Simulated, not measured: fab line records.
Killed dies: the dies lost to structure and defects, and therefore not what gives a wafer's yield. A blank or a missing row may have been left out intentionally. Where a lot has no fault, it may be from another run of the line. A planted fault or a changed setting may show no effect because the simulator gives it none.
A struck lot beside a sound one :: flow gf180mcu :: 14 out of 602 route steps
Sound: wafers L825.3, L825.4, L825.5. The struck wafers were L833.1, L833.3, L833.6. The cause is given at the end.
For every step that has rows: the tool of each side, followed by ch and its chambers, followed by its first start. Under that, the readings that differ: sound wafers :: struck wafers :: difference of the means :: sigmas: that difference in standard deviations of wafers without a fault.
alike: a reading whose means differ by less than 2 such deviations, as well as words and numbers matching on both sides. not compared: withheld readings; readings where some wafer has no value; bounds like >300 that might hide an equal value; numbers whose values overlap and for which the record gives no deviation.
Wherever a step has rows on one side only, a row that says differs or no value, or a row with sigmas, the two part there. Non-overlapping numbers with no deviation appear without sigmas and do not part them. A reading missing from all wafers of one side parts the sides only when that side holds two or more wafers.

GF_PSD_STRIP_10: strips in O2/N2.
  sound on plasma_asher-04 ch 0,1, day 14 20:32; struck on plasma_asher-04 ch 1, day 17 14:57
  alike: drypump_motor_current_A, heater_power_w, oes_product_au, strip_time_to_endpoint_s
  not compared: rf_hours_counter_h
GF_PSD_TW_MEAS_11:
  sound on film_metro-01 at day 14 20:37; struck on film_metro-01 at day 17 15:03
  alike: PSD_TW
then, 1 step without rows for these wafers: GF_PSD_CLEAN_12 (cleans in SC1/SC2, time 150 s).
GF_PSD_RTA_13: time 20 s.
  sound on rtp_anneal-01 ch 0, day 14 20:44; struck on rtp_anneal-01 ch 0, day 17 15:10
  alike: lamp_power_pct, wafer_temp_C_max
GF_PSD_RS_MEAS_14: the measuring method here is four-point-probe.
  sound on film_metro-03 at day 14 20:50; struck on film_metro-03 at day 17 15:14
  alike: NSD_RS
GF_PSD_RS_MEAS_15: the measuring method here is four-point-probe.
  sound on film_metro-03 at day 14 20:57; struck on film_metro-03 at day 17 15:22
  alike: PSD_RS
GF_SAB_CVD_00: deposits SiO2 from TEOS, target thk 50 nm, time 4.9302 s.
  sound on pecvd-03 ch 1,2, day 14 21:02; struck on pecvd-01 ch 0,2, day 17 15:31
  alike: heater_power_outer_w, heater_power_w
GF_SAB_THK_MEAS_01:
  sound on film_metro-01 at day 14 21:04; struck on film_metro-03 at day 17 15:32
  alike: SAB_CVD_00_THK
then, 4 steps without rows for these wafers: GF_SAB_DEHYDRATE_02 (time 60 s); GF_SAB_HMDS_03 (prime time 60 s); GF_SAB_COAT_04 (resist thk 1000 nm); GF_SAB_SOFTBAKE_05 (time 60 s).
GF_SAB_EXPOSE_06: exposes mask SAB, target cd 420 nm.
  struck on iline_stepper-01, day 18 03:14; sound on iline_stepper-01 ch 0, day 15 07:54
  no value came back on the struck wafers for exposure_dose_mJ_cm2, focus_offset_nm (nm); on the sound wafers exposure_dose_mJ_cm2 reads 138.53 138.72 138.63
  alike: mask
following that, these wafers have no rows for 1 step: GF_SAB_PEB_07.

## WHERE THEY PART
At GF_SAB_EXPOSE_06 and nowhere else, as far as this record goes.

WHY: whatever the simulator had introduced
Step skipped in full: iline_stepper-01, at GF_SAB_EXPOSE_06, from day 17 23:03 onward. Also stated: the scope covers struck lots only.
